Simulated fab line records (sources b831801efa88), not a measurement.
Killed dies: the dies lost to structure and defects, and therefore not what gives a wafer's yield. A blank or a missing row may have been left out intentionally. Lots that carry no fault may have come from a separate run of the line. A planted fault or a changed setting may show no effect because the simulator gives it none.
Struck lot and sound lot, side by side / flow gf180mcu / 19 steps out of a route of 602
Sound: the wafers L846.1, L846.2, L846.3. Struck: wafer L851.6 (L851.1, L851.2, from the same lot, were not struck and are left out); the cause is given at the end.
Each step with rows lists, per side, the tool, then ch with its chambers, then its first start. Under that, the readings that differ: sound wafers / struck wafers / difference of the means / sigmas: that difference in standard deviations of wafers without a fault.
alike: readings with means less than 2 such deviations apart, plus words and numbers identical on both sides. not compared: withheld readings, readings lacking a value on some wafer, bounds such as >300 that could conceal the same value, and numbers that have no deviation in the record and whose values overlap.
A row with sigmas, a row that says differs or no value, or rows on one side alone: a step with any of these is where the two part. When numbers do not overlap yet have no deviation, they are printed without sigmas and do not part them. Lack of a reading on every wafer of one side parts them only where that side has two or more wafers.

first, 1 step without rows for these wafers: GF_V1_CMP_26 (polishes, stops on SiO2, t overpolish 15 s, target thk 0 nm).
GF_M2_SPUTTER_00: material Ti, target thk 37.5 nm, time 150 s.
  sound: pvd-sputter-02 at day 19 23:22; struck: pvd-sputter-01 at day 21 22:55
  alike: chamber-pressure-pa, throttle-valve-pct
then, 1 step without rows for these wafers: GF_M2_SPUTTER_01 (material TiN, target thk 30 nm, time 25 s).
GF_M2_SPUTTER_02: material AlCu, target thk 450 nm, time 23.9 s.
  sound: pvd-sputter-02 at day 19 23:30; struck: pvd-sputter-01 at day 21 23:02
  alike: chamber-pressure-pa, throttle-valve-pct
GF_M2_SPUTTER_03: material Ti, target thk 10 nm, time 6.7 s.
  sound: pvd-sputter-02 at day 19 23:32; struck: pvd-sputter-01 at day 21 23:04
  alike: chamber-pressure-pa, throttle-valve-pct
GF_M2_SPUTTER_04: material TiN, target thk 50 nm, time 41.7 s.
  sound: pvd-sputter-02 at day 19 23:33; struck: pvd-sputter-01 at day 21 23:05
  alike: chamber-pressure-pa, throttle-valve-pct
GF_M2_RS_MEAS_05: a four-point-probe measurement.
  sound: film-metro-03 at day 19 23:35; struck: film-metro-03 at day 21 23:08
  alike: M2_ALCU_RS
GF_M2_THK_MEAS_06: measures by xrf.
  sound: film-metro-03 at day 19 23:43; struck: film-metro-03 at day 21 23:15
  alike: M2_ALCU_THK
then, 4 steps without rows for these wafers: GF_M2_DEHYDRATE_07 (time 60 s); GF_M2_HMDS_08 (prime time 60 s); GF_M2_COAT_09 (resist thk 1000 nm); GF_M2_SOFTBAKE_10 (time 60 s).
GF_M2_EXPOSE_11: exposes mask Metal2, target cd 280 nm.
  sound on krf-scanner-01 ch 0, day 20 11:48; struck on krf-scanner-01 ch 0, day 22 10:34
  alike: mask
then, 2 steps without rows for these wafers: GF_M2_PEB_12 (peb time 90 s); GF_M2_DEVELOP_13 (develop time 60 s).
GF_M2_CD_MEAS_14: the cd target is 280 nm.
  sound: cd-sem-02 at day 21 00:01; struck: cd-sem-02 at day 22 22:16
reading=cd-nm (nm); sound=278.5 279.5 279.4; struck=210.9; difference=-68.2; sigmas=-52
GF_M2_OVL_MEAS_15:
  sound: overlay-01 at day 21 00:08; struck: overlay-01 at day 22 22:23
  alike: M2_OVL
GF_M2_METAL_ETCH_16: etches the open film in Cl2/BCl3, stops on SiO2, target depth 627.5 nm, time 104.6 s.
  sound on rie-metal-01 ch 0,1, day 21 00:10; struck on rie-metal-04 ch 0, day 22 22:25
reading=model.M2.cd-nm (nm); sound=286.7 281.5 283.4; struck=204.2; difference=-79.7; sigmas=
  alike: chamber-pressure-mTorr, drypump-motor-current-A, oes-product-au, throttle-valve-pct
  not compared: rf-hours-counter-h
GF_M2_STRIP_17: strips in O2/N2.
  sound on plasma-asher-03 ch 0,1, day 21 00:17; struck on plasma-asher-02 ch 1, day 22 22:32
reading=drypump-motor-current-A (A); sound=5.85 5.78 5.79; struck=5.20; difference=-0.61; sigmas=-2
reading=n2-flow-sccm (sccm); sound=301.1 300.7 301.3; struck=298.4; difference=-2.6; sigmas=-3
  alike: chamber-pressure-mTorr, heater-power-w, oes-product-au, strip-time-to-endpoint-s
  not compared: rf-hours-counter-h

## WHERE THEY PART
At GF_M2_CD_MEAS_14 first; at GF_M2_STRIP_17 last (within this record only).

WHY: what had been put in by the simulator
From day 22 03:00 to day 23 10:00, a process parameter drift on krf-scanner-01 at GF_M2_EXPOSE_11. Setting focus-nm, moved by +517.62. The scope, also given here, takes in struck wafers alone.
